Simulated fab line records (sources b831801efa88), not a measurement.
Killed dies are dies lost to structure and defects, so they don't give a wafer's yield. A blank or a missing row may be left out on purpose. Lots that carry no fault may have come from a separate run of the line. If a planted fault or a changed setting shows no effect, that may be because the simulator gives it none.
fab line records    flow sky130
record: lots: 12  wafers: 36  last-day: 50
route steps=708 shown SONOS_ONO@171 GATE_OXIDE@200 PAD_OPEN@708
lots that met no fault: from a run of the same line without faults
start-h: hours from the record's opening day to when the first of the lot's shown wafers began    wait-h: hours since the lot's step before    " same as the row above    L1.1+2: several wafers, shown together as one row    - no value, or no start given    * or withheld: withheld    < > ~ a bound
route shown NAME@n: NAME is a module with steps in the file, n the number in the route of the first one    usual: mean/standard deviation of fault-free wafers    same: alike in all rows    chamber/n: place in a boat    sites: readings site by site    _std_site: the standard deviation of these    _edge_site: inner sites' mean taken away from outer sites' mean    radius-mm: how far each site lies from the wafer's centre    mask NAME#n: copy n    behind: the tool/chamber that last shaped the wafer    hold: cause of the lot's hold/its duration in hours/its outcome    device: whichever transistor did not switch (one of n, p or np)    end of line: tests run on the same wafers once the route is complete    for a step that has no rows: nothing shown but its recipe    killed: not the wafer's yield, but the dies lost to structure and defects at the first sort    map: shows each die of a wafer: x if killed, . if not, _ if none is there
set.NAME: the run value of the setting; set.NAME@STEP: its run value at that earlier step    model.NAME: the simulator's own value behind a step, which no gauge read
route steps across a sampled set of lots; one table per step, one row per wafer
services: the hour from which a tool's chamber was out of use, counted from the record's first day as start-h (under 0 if before that day), plus the number of hours and why
== steps ==
step: SKY_SONOS_ONO_THK_MEAS_03
recipe: reads: Si3N4_of_SONOS_ONO_CVD_02
usual: SONOS_ONO_CVD_02_THK: 10.53/0.15
lot.wafer  tool           chamber  start-h  wait-h  SONOS_ONO_CVD_02_THK[nm]
L323.2     film-metro-03  -        259.51   0.0     10.62
L323.4     "              -        "        "       10.54
L323.6     "              -        "        "       10.53
L324.1     film-metro-03  -        264.92   0.0     10.41
L324.3     "              -        "        "       10.59
L324.4     "              -        "        "       10.47
L328.2     film-metro-03  -        307.37   0.0     10.44
L328.3     "              -        "        "       10.52
L328.5     "              -        "        "       10.36
L330.2     film-metro-02  -        316.89   0.0     10.59
L330.3     "              -        "        "       10.72
L330.6     "              -        "        "       10.66
L331.2     film-metro-03  -        316.89   0.0     10.53
L331.4     "              -        "        "       10.45
L331.5     "              -        "        "       10.53
L332.4     film-metro-04  -        324.75   0.0     10.53
L332.5     "              -        "        "       10.58
L332.6     "              -        "        "       10.40
L333.3     film-metro-02  -        332.05   0.0     10.71
L333.4     "              -        "        "       10.57
L333.5     "              -        "        "       10.71
L334.1     film-metro-02  -        336.44   0.0     10.25
L334.4     "              -        "        "       10.14
L334.5     "              -        "        "       10.31
L335.4     film-metro-02  -        351.35   0.0     10.58
L335.5     "              -        "        "       10.56
L335.6     "              -        "        "       10.67
L338.1     film-metro-02  -        364.85   0.0     10.50
L338.4     "              -        "        "       10.49
L338.5     "              -        "        "       10.42
L339.1     film-metro-03  -        373.47   0.0     10.28
L339.4     "              -        "        "       10.35
L339.5     "              -        "        "       10.25
L346.1     film-metro-03  -        435.66   0.0     10.44
L346.4     "              -        "        "       10.38
L346.6     "              -        "        "       10.35
step: SKY_SONOS_ONO_ETCH_15
recipe: target-depth-nm: 19.52  chemistry: CHF3/O2  source-w: 600  bias-w: 200  pressure-mtorr: 40  chf3-flow-sccm: 50  O2_flow_sccm: 5  time-s: 7.8
usual: O2_flow_sccm: 5.001/0.016  bias-w: 200.0/0.56  drypump-motor-current-A: 5.9/0.45  oes-product-au: 0.998/0.012  throttle-valve-pct: 8.825/0.01  time-s: 7.8/0
lot.wafer  tool         chamber  start-h  wait-h  O2_flow_sccm  bias-w  drypump-motor-current-A  oes-product-au  rf-hours-counter-h  throttle-valve-pct  time-s
L323.2     rie-diel-04  1        285.41   0.0     5.011         201.4   5.4                      1.005           1                   8.823               7.8
L323.4     "            2        "        "       4.992         199.0   6.2                      1.012           53                  8.833               7.8
L323.6     "            3        "        "       5.005         199.6   5.4                      0.983           -                   8.815               7.8
L324.1     rie-diel-01  0        290.08   0.0     5.007         200.0   5.8                      1.008           5                   8.845               7.8
L324.3     "            3        "        "       4.998         199.4   5.3                      0.991           17                  8.831               7.8
L324.4     "            2        "        "       4.992         199.8   6.5                      1.000           4                   8.826               7.8
L328.2     rie-diel-01  1        333.99   0.0     4.981         199.6   5.0                      0.977           5                   8.811               7.8
L328.3     "            2        "        "       5.038         200.0   6.5                      1.006           5                   8.816               7.8
L328.5     "            3        "        "       4.973         199.6   5.3                      0.996           -                   8.835               7.8
L330.2     rie-diel-02  1        343.41   0.0     5.028         200.5   6.1                      1.004           31                  8.837               7.8
L330.3     "            2        "        "       5.003         199.9   6.2                      0.994           4                   8.817               7.8
L330.6     "            2        "        "       5.008         200.0   6.1                      0.998           -                   8.819               7.8
L331.2     rie-diel-01  2        343.98   0.0     4.994         199.8   6.5                      1.003           5                   8.816               7.8
L331.4     "            1        "        "       5.014         199.9   5.0                      0.974           -                   8.809               7.8
L331.5     "            2        "        "       4.991         200.0   6.5                      0.999           -                   8.812               7.8
L332.4     rie-diel-01  3        352.38   0.0     4.990         200.1   5.3                      1.000           18                  8.834               7.8
L332.5     "            2        "        "       4.984         200.2   6.5                      0.996           -                   8.809               7.8
L332.6     "            3        "        "       4.997         200.5   5.3                      1.001           -                   8.815               7.8
L333.3     rie-diel-02  0        360.38   0.0     4.982         199.4   5.7                      1.012           101                 8.839               7.8
L333.4     "            1        "        "       5.020         200.4   6.1                      0.997           -                   8.829               7.8
L333.5     "            2        "        "       5.008         199.4   6.2                      0.995           -                   8.817               7.8
L334.1     rie-diel-02  1        364.78   0.0     4.997         200.4   6.1                      0.993           31                  8.820               7.8
L334.4     "            0        "        "       4.982         200.5   5.7                      1.016           -                   8.839               7.8
L334.5     "            1        "        "       5.005         200.3   6.1                      0.983           -                   8.845               7.8
L335.4     rie-diel-02  1        381.15   0.0     4.996         200.6   6.1                      0.998           31                  8.835               7.8
L335.5     "            2        "        "       4.991         200.2   6.2                      0.997           -                   8.840               7.8
L335.6     "            1        "        "       4.989         199.6   6.1                      0.991           -                   8.820               7.8
L338.1     rie-diel-01  3        394.34   0.0     -             -       -                        -               -                   -                   -
L338.4     "            1        "        "       -             -       -                        -               -                   -                   -
L338.5     "            0        "        "       -             -       -                        -               -                   -                   -
L339.1     rie-diel-02  1        403.45   0.0     -             -       -                        -               -                   -                   -
L339.4     "            0        "        "       -             -       -                        -               -                   -                   -
L339.5     "            2        "        "       -             -       -                        -               -                   -                   -
L346.1     rie-diel-02  0        467.93   0.0     5.011         201.0   5.7                      0.995           0                   8.817               7.8
L346.4     "            1        "        "       5.006         200.3   6.1                      0.998           33                  8.844               7.8
L346.6     "            1        "        "       5.004         200.6   6.1                      0.984           -                   8.826               7.8
step: SKY_GATE_OXIDE_STRIP_13
recipe: chemistry: O2/N2  power-w: 1400  pressure-mtorr: 1500  platen-temp-c: withheld  o2-flow-sccm: 3000  n2-flow-sccm: 300  overash-fraction: 0.5
usual: drypump-motor-current-A: 5.7/0.6  oes-product-au: 0.716/0.0048  strip-time-to-endpoint-s: 14.19/0.036
lot.wafer  tool             chamber  start-h  wait-h  drypump-motor-current-A  oes-product-au  rf-hours-counter-h  strip-time-to-endpoint-s
L323.2     plasma-asher-03  1        317.62   0.0     5.9                      0.721           67                  14.18
L323.4     "                1        "        "       5.9                      0.711           -                   14.15
L323.6     "                0        "        "       4.7                      0.724           -                   14.18
L324.1     plasma-asher-04  0        317.91   0.0     6.0                      0.724           20                  14.13
L324.3     "                1        "        "       6.5                      0.717           -                   14.14
L324.4     "                0        "        "       6.0                      0.722           -                   14.18
L328.2     plasma-asher-04  0        363.92   0.0     6.0                      0.712           25                  14.23
L328.3     "                0        "        "       6.0                      0.713           -                   14.18
L328.5     "                0        "        "       6.0                      0.716           -                   14.22
L330.2     plasma-asher-03  1        373.68   0.0     5.9                      0.714           73                  14.25
L330.3     "                1        "        "       5.9                      0.712           -                   14.25
L330.6     "                1        "        "       5.9                      0.719           -                   14.23
L331.2     plasma-asher-04  1        374.51   0.0     6.5                      0.711           26                  14.14
L331.4     "                0        "        "       6.0                      0.719           -                   14.17
L331.5     "                0        "        "       6.0                      0.723           -                   14.11
L332.4     plasma-asher-01  1        383.26   0.0     5.3                      0.716           -                   14.22
L332.5     "                1        "        "       5.3                      0.719           -                   14.19
L332.6     "                0        "        "       6.0                      0.725           -                   14.21
L333.3     plasma-asher-03  1        392.03   0.0     5.9                      0.719           -                   14.19
L333.4     "                0        "        "       4.7                      0.722           -                   14.21
L333.5     "                1        "        "       5.9                      0.716           -                   14.22
L334.1     plasma-asher-01  0        396.31   0.0     6.0                      0.718           53                  14.23
L334.4     "                0        "        "       6.0                      0.723           -                   14.24
L334.5     "                1        "        "       5.3                      0.720           -                   14.23
L335.4     plasma-asher-03  1        414.10   0.0     5.9                      0.711           -                   14.16
L335.5     "                0        "        "       4.7                      0.719           -                   14.16
L335.6     "                1        "        "       5.9                      0.711           -                   14.22
L338.1     plasma-asher-04  0        425.69   0.0     6.0                      0.717           31                  14.15
L338.4     "                0        "        "       6.0                      0.720           -                   14.14
L338.5     "                0        "        "       6.1                      0.715           -                   14.15
L339.1     plasma-asher-01  0        437.72   0.0     6.0                      0.722           59                  14.19
L339.4     "                0        "        "       6.0                      0.715           -                   14.11
L339.5     "                0        "        "       6.0                      0.708           -                   14.17
L346.1     plasma-asher-03  0        501.07   0.0     4.7                      0.708           5                   14.13
L346.4     "                0        "        "       4.7                      0.710           -                   14.13
L346.6     "                1        "        "       5.8                      0.710           -                   14.19
step: SKY_GATE_OXIDE_TW_MEAS_14
usual: GATE_OXIDE_TW: 222.8/2.1
lot.wafer  tool           chamber  start-h  wait-h  GATE_OXIDE_TW
L323.2     film-metro-02  -        317.73   0.1     226.1
L323.4     "              -        "        "       225.5
L323.6     "              -        "        "       225.2
L324.1     film-metro-01  -        318.01   0.1     222.1
L324.3     "              -        "        "       220.0
L324.4     "              -        "        "       221.0
L328.2     film-metro-01  -        364.03   0.1     220.3
L328.3     "              -        "        "       222.4
L328.5     "              -        "        "       220.4
L330.2     film-metro-01  -        373.79   0.1     221.5
L330.3     "              -        "        "       220.8
L330.6     "              -        "        "       222.0
L331.2     film-metro-04  -        374.62   0.1     221.7
L331.4     "              -        "        "       221.0
L331.5     "              -        "        "       221.7
L332.4     film-metro-04  -        383.36   0.1     222.0
L332.5     "              -        "        "       222.0
L332.6     "              -        "        "       221.0
L333.3     film-metro-04  -        392.12   0.1     220.1
L333.4     "              -        "        "       221.2
L333.5     "              -        "        "       221.3
L334.1     film-metro-04  -        396.41   0.1     221.6
L334.4     "              -        "        "       221.4
L334.5     "              -        "        "       221.8
L335.4     film-metro-04  -        414.19   0.1     223.1
L335.5     "              -        "        "       221.6
L335.6     "              -        "        "       223.0
L338.1     film-metro-02  -        425.79   0.1     225.5
L338.4     "              -        "        "       225.6
L338.5     "              -        "        "       224.4
L339.1     film-metro-04  -        437.82   0.1     222.1
L339.4     "              -        "        "       221.7
L339.5     "              -        "        "       222.3
L346.1     film-metro-02  -        501.17   0.1     225.6
L346.4     "              -        "        "       225.3
L346.6     "              -        "        "       225.4
step: SKY_PAD_OPEN_PROBE_99
usual: killed_at_M0_to_M3: 43/6.5  killed_at_M4_up: 3.3/2  killed-at-contacts: 24/5.2  killed-at-front-end: 16/4.2  killed-at-other: 0.3/0.6  killed-dies: 87/9.3  killed-open: 47/7.8  killed-short: 39/6.2
same: gross-dies: 492  killed-at-back-side: 0
lot.wafer  tool       chamber  start-h  wait-h  killed_at_M0_to_M3  killed_at_M4_up  killed-at-contacts  killed-at-front-end  killed-at-other  killed-dies  killed-open  killed-short
L328.2     prober-01  -        1112.85  0.1     45                  1                29                  10                   0                85           47           38
L328.3     prober-01  -        1112.90  0.2     38                  4                24                  21                   0                87           49           36
L328.5     prober-01  -        1113.00  0.2     46                  3                24                  12                   0                85           56           29
L338.1     prober-02  -        1150.34  0.1     60                  4                19                  14                   0                97           52           45
L338.4     prober-02  -        1150.49  0.2     54                  6                28                  15                   0                103          59           43
L338.5     prober-02  -        1150.54  0.2     53                  5                27                  18                   0                103          62           41
killed by level:class
L328.2 VIA1:geometric-particle:open=13 LI_CONTACT:geometric-particle:open=10 CONTACT:geometric-particle:open=8 METAL3:geometric-particle:short=6 VIA1:geometric-particle:short=5 LOCAL_INTERCONNECT:geometric-particle:short=5 METAL1:geometric-particle:short=5 METAL2:geometric-particle:short=4
L328.3 VIA1:geometric-particle:open=13 LI_CONTACT:geometric-particle:open=8 CONTACT:geometric-particle:open=8 FIELD_ISO:geometric-particle:open=7 VIA1:geometric-particle:short=5 METAL2:geometric-particle:short=5 FIELD_ISO:geometric-particle:short=4 VIA2:geometric-particle:open=4
L328.5 VIA2:geometric-particle:open=10 LI_CONTACT:geometric-particle:open=9 VIA1:geometric-particle:open=9 VIA3:geometric-particle:open=8 CONTACT:geometric-particle:open=6 CONTACT:geometric-particle:short=4 METAL1:geometric-particle:short=4 METAL2:geometric-particle:short=4
L338.1 VIA1:geometric-particle:open=20 LOCAL_INTERCONNECT:geometric-particle:short=8 METAL2:geometric-particle:short=8 VIA3:geometric-particle:open=7 METAL1:geometric-particle:short=6 CONTACT:geometric-particle:open=5 VIA2:geometric-particle:open=5 POLY_GATE:geometric-particle:short=4
L338.4 VIA1:geometric-particle:open=14 VIA2:geometric-particle:open=10 CONTACT:geometric-particle:open=9 LI_CONTACT:geometric-particle:open=7 LOCAL_INTERCONNECT:geometric-particle:short=7 VIA3:geometric-particle:open=6 VIA1:geometric-particle:short=6 METAL4:geometric-particle:short=6
L338.5 VIA1:geometric-particle:open=11 CONTACT:geometric-particle:open=10 METAL1:geometric-particle:short=10 VIA2:geometric-particle:open=7 VIA3:geometric-particle:open=7 POLY_GATE:geometric-particle:open=6 METAL2:geometric-particle:short=6 FIELD_ISO:geometric-particle:open=5
== services ==
tool             chamber  start-h  hours  kind
plasma-asher-01  -        292.93   46.3   repair
rie-diel-01      0        319.59   8.9    repair
plasma-asher-04  -        320.73   2.9    repair
rie-diel-02      0        323.43   20.1   repair
rie-diel-01      0        342.34   4.6    repair
rie-diel-04      3        346.48   4.9    repair
plasma-asher-04  -        350.92   3.7    repair
rie-diel-01      0        355.26   6.3    repair
rie-diel-02      3        356.83   16.8   repair
rie-diel-04      -        357.95   38.8   repair
plasma-asher-03  -        395.65   6.1    repair
plasma-asher-04  -        399.07   1.4    repair
rie-diel-02      3        412.36   18.3   repair
plasma-asher-03  -        415.59   25.4   pm
rie-diel-02      1        426.11   6.2    repair
plasma-asher-04  -        430.39   14.6   pm
rie-diel-02      0        432.32   -      clean
rie-diel-02      0        432.32   23.3   scheduled-down
rie-diel-02      0        432.32   23.3   vent-cycle
rie-diel-01      0        432.56   2.9    repair
plasma-asher-03  -        440.96   9.0    pm
rie-diel-02      1        443.98   5.0    repair
plasma-asher-04  -        460.72   1.4    repair
plasma-asher-03  -        485.48   3.0    repair
== key ==
first-sign: step: SKY_SONOS_ONO_ETCH_15  reading: tool-record  direction: missing
effect none on later readings
met-at SKY_SONOS_ONO_ETCH_15
struck-lots L338,L339
tester-left-out L338,L339
not-acting-at SKY_SONOS_ONO_THK_MEAS_03,SKY_GATE_OXIDE_STRIP_13,SKY_GATE_OXIDE_TW_MEAS_14
onset-between 381.15 394.34
fault: kind: skipped-step-whole  tool: rie-diel-01,rie-diel-02  chamber: -  onset-h: 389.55  steps: SKY_SONOS_ONO_ETCH_15  scope: struck-lots-only
tester-left-out: of these lots the tester's yield and bins aren't shown, on N5 and GAA mostly nor the transistor test; their killed dies are dies lost to structure and defects alone, not to doping, threshold or leakage, so they don't give the yield
